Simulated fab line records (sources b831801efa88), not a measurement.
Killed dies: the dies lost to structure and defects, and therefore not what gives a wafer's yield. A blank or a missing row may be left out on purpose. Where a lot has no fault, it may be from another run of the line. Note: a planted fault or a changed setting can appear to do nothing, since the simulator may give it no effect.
A single fault, viewed from 2 desks :: flow sky130 :: each desk holds nothing but its own numbers, with what lay behind them at the end

AT THE TOOL OWNER'S DESK: implanter-02
The tool's own readings at SKY_SD_N_IMPLANT_09: means of the sampled wafers that have a number, for each lot that ran on this tool. Any lot whose mean is over 4 standard deviations away from the usual mean is out of limits and marked OUT; that distance is given in the brackets.
Columns: A = beam_on_s at SKY_SD_N_IMPLANT_09, usual 16.7 s; B = dose_ions_cm2 at SKY_SD_N_IMPLANT_09, usual 4e+15; C = end_station_pressure_torr at SKY_SD_N_IMPLANT_09, usual 1.44e-05 Torr; D = faraday_current_uA at SKY_SD_N_IMPLANT_09, usual 13233
lot: L507
first seen here: day 28 21:02
A: 18.2
B: 4e+15
C: 1.35e-05
D: 12010

lot: L509
first seen here: day 29 09:43
A: 18.0
B: 4e+15
C: 1.36e-05
D: 12123

lot: L511
first seen here: day 29 23:38
A: 18.0
B: 4e+15
C: 1.36e-05
D: 12156

lot: L517
first seen here: day 31 23:13
A: 18.1
B: 4e+15
C: 1.29e-05
D: 12102

lot: L519
first seen here: day 32 18:46
A: 9.9 (-4.3) OUT
B: 4e+14 (-99 or more) OUT
C: 6.70e-06 (-5.5) OUT
D: 2270 (-8.4) OUT

lot: L522
first seen here: day 33 21:59
A: 10.1 (-4.1) OUT
B: 4e+14 (-99 or more) OUT
C: 6.73e-06 (-5.5) OUT
D: 2230 (-8.5) OUT

lot: L524
first seen here: day 34 04:49
A: 10.1 (-4.1) OUT
B: 4e+14 (-99 or more) OUT
C: 6.87e-06 (-5.4) OUT
D: 2219 (-8.5) OUT
This desk finds L519, L522, L524 out of limits, L519 being first, at day 32 18:46 (beam_on_s at SKY_SD_N_IMPLANT_09). L507, L509, L511, L517: within limits.

AT THE METROLOGY DESK
What the gauges read, lot by lot, whatever tool the lot ran on: means of the sampled wafers that have a number. Any lot whose mean is over 4 standard deviations away from the usual mean is out of limits and marked OUT; that distance is given in the brackets.
Columns: A = SD_N_TW at SKY_SD_N_TW_MEAS_12, usual 3989; B = SD_N_RS at SKY_SD_N_RS_MEAS_16, usual 68.67 ohm/sq
lot: L505
first seen here: day 27 23:36
A: 3989
B: 68.81

lot: L507
first seen here: day 28 21:26
A: 3938
B: 68.80

lot: L509
first seen here: day 29 10:07
A: 3993
B: 68.62

lot: L511
first seen here: day 30 00:01
A: 3956
B: 68.64

lot: L515
first seen here: day 31 09:41
A: 3944
B: 68.65

lot: L516
first seen here: day 31 18:36
A: 4054
B: 68.65

lot: L517
first seen here: day 31 23:37
A: 4064
B: 68.74

lot: L519
first seen here: day 32 19:10
A: 3309 (-15) OUT
B: 186.08 (+99 or more) OUT

lot: L521
first seen here: day 33 19:28
A: 3951
B: 68.68

lot: L522
first seen here: day 33 22:23
A: 3248 (-17) OUT
B: 184.71 (+99 or more) OUT

lot: L524
first seen here: day 34 05:13
A: 3245 (-17) OUT
B: 185.36 (+99 or more) OUT

lot: L527
first seen here: day 35 04:25
A: 4020
B: 68.75

lot: L528
first seen here: day 35 09:57
A: 3981
B: 68.77
Finding of this desk: L519, L522, L524 out of limits, first seen on L519 at day 32 19:10 (SD_N_TW at SKY_SD_N_TW_MEAS_12). L505, L507, L509, L511, L515, L516, L517, L521, L527, L528: within limits.

ALL TOGETHER
The tool owner's desk could have raised an alarm at day 32 18:46, on L519, L522, L524.
At day 32 19:10 the metrology desk could have sounded an alarm, on L519, L522, L524.
Every lot named ran SKY_SD_N_IMPLANT_09 on implanter-02.

WHAT THE SIMULATOR PUT IN
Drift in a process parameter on implanter-02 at SKY_SD_N_IMPLANT_09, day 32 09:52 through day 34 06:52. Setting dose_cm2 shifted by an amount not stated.
Lots struck among those shown: L519, L522, L524.
Time in hours from fault onset to the first out-of-limits reading at each desk: tool owner's desk 9, metrology desk 9.
